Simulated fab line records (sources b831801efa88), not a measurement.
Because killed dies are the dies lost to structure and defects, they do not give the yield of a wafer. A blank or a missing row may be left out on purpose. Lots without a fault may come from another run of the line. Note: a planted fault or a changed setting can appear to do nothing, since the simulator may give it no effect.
fab line records ; flow sky130
record lots=6; wafers=18; last_day=50
route steps=708 shown VIA2@522 METAL3@532
lots that met no fault: taken from a fault-free run of the same line
start_h: hours from the record's opening day to when the first of the lot's shown wafers began ; wait_h: hours from the lot's prior step to this one ; " the same as in the row above ; L1.1+2: one row covering several wafers at once ; - value missing, or start not given ; * or withheld: withheld ; < > ~ a bound
route shown NAME@n: NAME is a module with steps in the file, n the number in the route of the first one ; usual: mean and standard deviation over wafers with no fault ; same: alike in all rows ; chamber/n: place in a boat ; sites: per-site readings ; _std_site: standard deviation across them ; _edge_site: mean of outer sites minus mean of inner sites ; radius_mm: how far each site lies from the wafer's centre ; mask NAME#n: copy n ; behind: the most recent tool/chamber to have shaped the wafer ; hold: why the lot went on hold/how many hours it stayed there/how the hold came to an end ; device: names the non-switching transistor (n, p or np) ; end of line: at the end of the route, the tests of the same wafers ; step lacking rows: just its recipe ; killed: the dies lost at the first sort to structure and to defects; this is not the yield of the wafer ; map: dies across one wafer; x = killed, . = not, _ = none there
set.NAME: the setting as run; set.NAME@STEP: as run at that earlier step ; model.NAME: the simulator's own value behind a step, which no gauge read
lots seen at some steps along the route; tables by step, rows by wafer
services: the hour from which a tool's chamber was out of use, counted from the record's first day as start_h (under 0 if before that day), plus the number of hours and why
## steps
# step SKY_VIA2_ETCH_15
# recipe target=SiO2; chemistry=C4F8/O2/Ar; target_depth_nm=546; stop_on=TiN; mask_material=KrF-thick; source_w=1500; bias_w=1200; pressure_mtorr=40; c4f8_flow_sccm=withheld; O2_flow_sccm=6; Ar_flow_sccm=300; time_s=84
# step SKY_VIA2_STRIP_16
# recipe chemistry=O2/N2; power_w=1400; pressure_mtorr=1500; platen_temp_c=withheld; o2_flow_sccm=3000; n2_flow_sccm=300; overash_fraction=0.5
# usual chamber_pressure_mTorr=1499/5.8; drypump_motor_current_A=5.70/0.29; oes_product_au=0.398/0.0047; strip_time_to_endpoint_s=4.045/0.029
lot.wafer;tool;chamber;start_h;wait_h;chamber_pressure_mTorr;drypump_motor_current_A;oes_product_au;rf_hours_counter_h;strip_time_to_endpoint_s
L237.1;plasma_asher-02;0;898.04;0.0;1499;5.62;0.392;15;4.067
L237.2;plasma_asher-02;1;898.04;0.0;1501;5.50;0.400;15;4.088
L237.5;plasma_asher-02;1;898.04;0.0;1500;5.51;0.392;-;4.068
L249.1;plasma_asher-01;1;984.54;0.0;1501;5.61;0.405;112;4.086
L249.3;plasma_asher-01;0;984.54;0.0;1500;6.08;0.402;-;4.009
L249.6;plasma_asher-01;0;984.54;0.0;1500;6.09;0.395;-;4.110
L250.1;plasma_asher-01;0;988.84;0.0;1499;6.10;0.397;113;4.073
L250.3;plasma_asher-01;1;988.84;0.0;1501;5.61;0.399;-;4.060
L250.4;plasma_asher-01;0;988.84;0.0;1501;6.10;0.396;-;4.044
L252.3;plasma_asher-02;1;1004.51;0.1;1498;5.51;0.400;-;4.039
L252.4;plasma_asher-02;0;1004.51;0.1;1499;5.66;0.395;-;4.014
L252.6;plasma_asher-02;1;1004.51;0.1;1501;5.51;0.388;-;4.024
L253.2;plasma_asher-01;0;1009.19;0.0;1500;6.10;0.388;115;4.034
L253.3;plasma_asher-01;1;1009.19;0.0;1499;5.60;0.397;-;4.026
L253.4;plasma_asher-01;0;1009.19;0.0;1501;6.09;0.397;-;4.037
L254.2;plasma_asher-02;1;1009.79;0.0;1498;5.50;0.393;26;3.990
L254.3;plasma_asher-02;1;1009.79;0.0;1502;5.52;0.394;-;4.040
L254.5;plasma_asher-02;0;1009.79;0.0;1499;5.62;0.397;-;4.035
# step SKY_VIA2_STRIP_17
# recipe chemistry=post_etch_residue_remover; time_s=1200; temp_c=72.5
# step SKY_VIA2_CLEAN_18
# recipe chemistry=IPA; time_s=180; temp_c=25
# step SKY_VIA2_CLEAN_19
# recipe chemistry=O3/DIW; dry=n2_spin
# step SKY_VIA2_SPUTTER_20
# recipe material=TiN; target_thk_nm=20; chamber_pressure_pa=5; power_w=4000; time_s=80
# usual cathode_dc_power_W=4000.0/0.75; chamber_pressure_pa=4.998/0.011; throttle_valve_pct=30.1/0.92
lot.wafer;tool;chamber;start_h;wait_h;cathode_dc_power_W;chamber_pressure_pa;throttle_valve_pct
L237.1;pvd_sputter-03;-;898.71;0.0;3999.5;4.997;30.9
L237.2;pvd_sputter-03;-;898.71;0.0;3999.4;5.003;29.1
L237.5;pvd_sputter-03;-;898.71;0.0;4000.0;4.999;29.6
L249.1;pvd_sputter-04;-;985.22;0.0;4001.2;5.005;28.3
L249.3;pvd_sputter-04;-;985.22;0.0;3999.6;4.992;29.7
L249.6;pvd_sputter-04;-;985.22;0.0;4000.1;4.991;28.2
L250.1;pvd_sputter-03;-;989.43;0.0;4000.0;4.982;29.2
L250.3;pvd_sputter-03;-;989.43;0.0;4000.2;5.002;29.8
L250.4;pvd_sputter-03;-;989.43;0.0;4001.3;5.007;31.2
L252.3;pvd_sputter-03;-;1005.07;0.0;4000.5;5.004;29.4
L252.4;pvd_sputter-03;-;1005.07;0.0;4000.0;5.009;29.9
L252.6;pvd_sputter-03;-;1005.07;0.0;4000.2;5.007;30.0
L253.2;pvd_sputter-01;-;1009.82;0.0;4000.6;5.010;29.3
L253.3;pvd_sputter-01;-;1009.82;0.0;3999.1;4.998;30.7
L253.4;pvd_sputter-01;-;1009.82;0.0;4000.7;4.990;31.2
L254.2;pvd_sputter-04;-;1010.41;0.0;4000.0;5.013;31.0
L254.3;pvd_sputter-04;-;1010.41;0.0;3999.8;4.984;29.8
L254.5;pvd_sputter-04;-;1010.41;0.0;4000.5;5.007;30.4
# step SKY_VIA2_CVD_21
# recipe material=W; target_thk_nm=420; time_s=126.4; temp_c=400; pressure_torr=40
# usual heater_power_w=825/28
lot.wafer;tool;chamber;start_h;wait_h;heater_power_w
L237.1;cvd_w-02;0;898.77;0.0;849
L237.2;cvd_w-02;1;898.77;0.0;831
L237.5;cvd_w-02;1;898.77;0.0;817
L249.1;cvd_w-01;1;985.28;0.0;818
L249.3;cvd_w-01;1;985.28;0.0;829
L249.6;cvd_w-01;1;985.28;0.0;833
L250.1;cvd_w-02;1;989.49;0.0;794
L250.3;cvd_w-02;0;989.49;0.0;793
L250.4;cvd_w-02;1;989.49;0.0;785
L252.3;cvd_w-01;1;1005.17;0.1;795
L252.4;cvd_w-01;0;1005.17;0.1;849
L252.6;cvd_w-01;0;1005.17;0.1;843
L253.2;cvd_w-01;0;1009.88;0.0;852
L253.3;cvd_w-01;0;1009.88;0.0;884
L253.4;cvd_w-01;1;1009.88;0.0;824
L254.2;cvd_w-02;1;1010.47;0.0;824
L254.3;cvd_w-02;0;1010.47;0.0;790
L254.5;cvd_w-02;0;1010.47;0.0;798
# step SKY_VIA2_RS_MEAS_22
# recipe thk_meas_gauge=four-point-probe; reads=W_of_VIA2_CVD_21+TiN_of_VIA2_SPUTTER_20
# usual VIA2_W_RS=0.2754/0.0024
lot.wafer;tool;chamber;start_h;wait_h;VIA2_W_RS[ohm/sq]
L237.1;film_metro-02;-;898.90;0.1;0.2770
L237.2;film_metro-02;-;898.90;0.1;0.2777
L237.5;film_metro-02;-;898.90;0.1;0.2759
L249.1;film_metro-01;-;985.41;0.1;0.2753
L249.3;film_metro-01;-;985.41;0.1;0.2724
L249.6;film_metro-01;-;985.41;0.1;0.2785
L250.1;film_metro-02;-;989.62;0.1;0.2772
L250.3;film_metro-02;-;989.62;0.1;0.2749
L250.4;film_metro-02;-;989.62;0.1;0.2778
L252.3;film_metro-01;-;1005.30;0.1;0.2759
L252.4;film_metro-01;-;1005.30;0.1;0.2724
L252.6;film_metro-01;-;1005.30;0.1;0.2738
L253.2;film_metro-04;-;1010.03;0.1;0.2801
L253.3;film_metro-04;-;1010.03;0.1;0.2751
L253.4;film_metro-04;-;1010.03;0.1;0.2785
L254.2;film_metro-01;-;1010.62;0.1;0.2796
L254.3;film_metro-01;-;1010.62;0.1;0.2780
L254.5;film_metro-01;-;1010.62;0.1;0.2739
# step SKY_VIA2_THK_MEAS_23
# recipe thk_meas_gauge=xrf; reads=W_of_VIA2_CVD_21
# usual VIA2_W_THK=387/6.1
lot.wafer;tool;chamber;start_h;wait_h;VIA2_W_THK[nm]
L237.1;film_metro-02;-;899.02;0.1;386
L237.2;film_metro-02;-;899.02;0.1;381
L237.5;film_metro-02;-;899.02;0.1;386
L249.1;film_metro-01;-;985.53;0.1;379
L249.3;film_metro-01;-;985.53;0.1;381
L249.6;film_metro-01;-;985.53;0.1;376
L250.1;film_metro-02;-;989.74;0.1;393
L250.3;film_metro-02;-;989.74;0.1;390
L250.4;film_metro-02;-;989.74;0.1;388
L252.3;film_metro-01;-;1005.40;0.1;379
L252.4;film_metro-01;-;1005.40;0.1;383
L252.6;film_metro-01;-;1005.40;0.1;383
L253.2;film_metro-04;-;1010.14;0.1;388
L253.3;film_metro-04;-;1010.14;0.1;396
L253.4;film_metro-04;-;1010.14;0.1;391
L254.2;film_metro-01;-;1010.73;0.1;374
L254.3;film_metro-01;-;1010.73;0.1;374
L254.5;film_metro-01;-;1010.73;0.1;380
# step SKY_VIA2_CMP_24
# recipe stop_on=SiO2; t_overpolish_s=20; down_force_psi=3.5; platen_rpm=60; target_thk_nm=0; pad_velocity_m_s=0.94248
# usual motor_current_A=11.2/0.94; overpolish_run_s=20.000/0.0085; platen_rpm=60.00/0.039; slurry_filter_dp_kPa=13.52/0.14; time_to_endpoint_s=100/4
lot.wafer;tool;chamber;start_h;wait_h;motor_current_A;overpolish_run_s;platen_rpm;slurry_filter_dp_kPa;time_to_endpoint_s
L237.1;cmp-02;2;899.27;0.2;11.7;19.999;60.01;13.38;96
L237.2;cmp-02;0;899.27;0.2;10.8;19.997;59.97;13.41;97
L237.5;cmp-02;3;899.27;0.2;10.8;19.998;59.94;13.42;93
L249.3;cmp-02;2;985.69;0.1;11.4;20.000;59.94;13.77;99
L249.1;cmp-02;3;985.69;0.1;10.6;19.991;59.96;13.36;97
L249.6;cmp-02;0;985.69;0.1;10.3;20.004;59.94;13.32;97
L250.4;cmp-01;2;989.80;0.0;9.5;19.998;59.99;13.32;102
L250.3;cmp-01;3;989.80;0.0;11.7;20.019;60.04;13.56;106
L250.1;cmp-01;1;989.80;0.0;11.7;19.998;60.08;13.22;108
L252.3;cmp-02;2;1005.53;0.1;12.3;20.010;60.01;13.74;102
L252.4;cmp-02;0;1005.53;0.1;10.9;19.996;60.01;13.52;103
L252.6;cmp-02;2;1005.53;0.1;11.9;20.015;60.00;13.40;105
L253.3;cmp-02;0;1010.19;0.0;11.1;19.999;60.01;13.52;103
L253.2;cmp-02;1;1010.19;0.0;12.8;19.993;59.92;13.53;100
L253.4;cmp-02;2;1010.19;0.0;10.9;20.005;60.04;13.49;100
L254.2;cmp-01;1;1010.78;0.0;11.8;19.992;59.98;13.50;105
L254.3;cmp-01;2;1010.78;0.0;9.5;19.998;59.99;13.38;99
L254.5;cmp-01;1;1010.78;0.0;11.5;19.996;60.03;13.59;108
# step SKY_METAL3_SPUTTER_00
# recipe material=Ti; target_thk_nm=15; power_w=3000; time_s=10; chamber_pressure_pa=0.4
# step SKY_METAL3_SPUTTER_01
# recipe material=TiN; target_thk_nm=20; power_w=6500; time_s=16.7; chamber_pressure_pa=0.4
# step SKY_METAL3_SPUTTER_02
# recipe material=AlCu; target_thk_nm=735; power_w=10600; time_s=39.1; chamber_pressure_pa=0.4
# usual cathode_dc_power_W=10600/1.9; chamber_pressure_pa=0.4000/0.00084; throttle_valve_pct=29.8/1
lot.wafer;tool;chamber;start_h;wait_h;cathode_dc_power_W;chamber_pressure_pa;throttle_valve_pct
L237.1;pvd_sputter-04;-;899.61;0.0;10596;0.4002;30.0
L237.2;pvd_sputter-04;-;899.61;0.0;10597;0.4002;28.4
L237.5;pvd_sputter-04;-;899.61;0.0;10599;0.4008;28.1
L249.1;pvd_sputter-02;-;985.94;0.0;-;-;-
L249.3;pvd_sputter-02;-;985.94;0.0;-;-;-
L249.6;pvd_sputter-02;-;985.94;0.0;-;-;-
L250.1;pvd_sputter-04;-;990.15;0.0;-;-;-
L250.3;pvd_sputter-04;-;990.15;0.0;-;-;-
L250.4;pvd_sputter-04;-;990.15;0.0;-;-;-
L252.3;pvd_sputter-02;-;1005.83;0.0;10602;0.3998;29.4
L252.4;pvd_sputter-02;-;1005.83;0.0;10599;0.3996;28.4
L252.6;pvd_sputter-02;-;1005.83;0.0;10600;0.3996;28.3
L253.2;pvd_sputter-02;-;1010.54;0.0;10598;0.4011;28.2
L253.3;pvd_sputter-02;-;1010.54;0.0;10598;0.4003;28.6
L253.4;pvd_sputter-02;-;1010.54;0.0;10599;0.4002;30.2
L254.2;pvd_sputter-04;-;1011.13;0.0;10601;0.4014;31.0
L254.3;pvd_sputter-04;-;1011.13;0.0;10601;0.3997;29.7
L254.5;pvd_sputter-04;-;1011.13;0.0;10600;0.3997;29.5
# step SKY_METAL3_SPUTTER_03
# recipe material=Ti; target_thk_nm=5; power_w=3000; time_s=3.3; chamber_pressure_pa=0.4
# usual cathode_dc_power_W=3000.0/0.57; chamber_pressure_pa=0.4001/0.0008; throttle_valve_pct=29.8/1.1
lot.wafer;tool;chamber;start_h;wait_h;cathode_dc_power_W;chamber_pressure_pa;throttle_valve_pct
L237.1;pvd_sputter-04;-;899.65;0.0;3000.0;0.3994;30.0
L237.2;pvd_sputter-04;-;899.65;0.0;3000.6;0.4007;28.1
L237.5;pvd_sputter-04;-;899.65;0.0;2999.4;0.4007;28.3
L249.1;pvd_sputter-02;-;985.97;0.0;2999.3;0.3991;28.1
L249.3;pvd_sputter-02;-;985.97;0.0;3000.4;0.4001;29.0
L249.6;pvd_sputter-02;-;985.97;0.0;2999.8;0.3993;29.3
L250.1;pvd_sputter-04;-;990.20;0.0;2999.9;0.4008;30.5
L250.3;pvd_sputter-04;-;990.20;0.0;3000.1;0.4020;29.7
L250.4;pvd_sputter-04;-;990.20;0.0;2999.5;0.4000;28.1
L252.3;pvd_sputter-02;-;1005.87;0.0;2999.3;0.4007;29.1
L252.4;pvd_sputter-02;-;1005.87;0.0;3000.0;0.3992;28.4
L252.6;pvd_sputter-02;-;1005.87;0.0;3000.4;0.4000;28.7
L253.2;pvd_sputter-02;-;1010.58;0.0;3000.0;0.4014;28.2
L253.3;pvd_sputter-02;-;1010.58;0.0;3000.0;0.4009;28.2
L253.4;pvd_sputter-02;-;1010.58;0.0;2999.6;0.3999;29.8
L254.2;pvd_sputter-04;-;1011.17;0.0;3000.0;0.3986;31.2
L254.3;pvd_sputter-04;-;1011.17;0.0;2999.8;0.4001;29.7
L254.5;pvd_sputter-04;-;1011.17;0.0;3000.0;0.3997;29.8
## services
tool;chamber;start_h;hours;kind
cmp-02;-;884.51;0.4;repair
cmp-01;-;897.68;12.8;pm
cvd_w-02;-;904.00;14.0;pm
cvd_w-02;0;904.00;14.0;vent_cycle
cvd_w-02;1;904.00;14.0;vent_cycle
cmp-01;-;910.45;3.2;pm
cmp-01;-;913.65;4.0;pm
cmp-01;-;916.41;0.2;repair
cmp-01;-;917.65;-;consumable_replace:conditioner
cmp-01;-;917.65;-;consumable_replace:pad
cvd_w-02;0;918.00;-;clean
cvd_w-02;1;918.00;-;clean
cmp-01;-;933.60;4.1;repair
cmp-01;-;950.10;4.2;repair
cmp-01;-;956.83;5.9;pm
pvd_sputter-03;-;963.24;2.3;repair
plasma_asher-01;-;963.39;1.2;repair
pvd_sputter-03;-;963.60;0.6;repair
plasma_asher-01;-;971.42;11.7;repair
cmp-02;-;976.48;2.4;repair
cmp-02;-;989.76;1.4;repair
plasma_asher-01;-;1005.52;0.3;repair
pvd_sputter-02;-;1006.96;3.3;repair
## key
first_sign step=SKY_METAL3_SPUTTER_02; reading=tool_record; direction=missing
effect none on later readings
met_at SKY_METAL3_SPUTTER_02
struck_wafers L249.1,L249.3,L249.6,L250.1,L250.3,L250.4
later_rows_left_out L249.1,L249.3,L249.6,L250.1,L250.3,L250.4
sort_left_out L249.1,L249.3,L249.6,L250.1,L250.3,L250.4
onset_between 899.61 985.94
fault kind=skipped_step_whole; tool=pvd_sputter-02,pvd_sputter-04; chamber=-; onset_h=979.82; steps=SKY_METAL3_SPUTTER_02; scope=struck_lots_only
# sort_left_out: the simulated sort isn't trusted on such a fault, so these wafers' sort isn't shown, and their yield isn't known
# later_rows_left_out: the simulator's readings of these wafers behind a module that went badly wrong aren't trusted and aren't shown, but for the sort
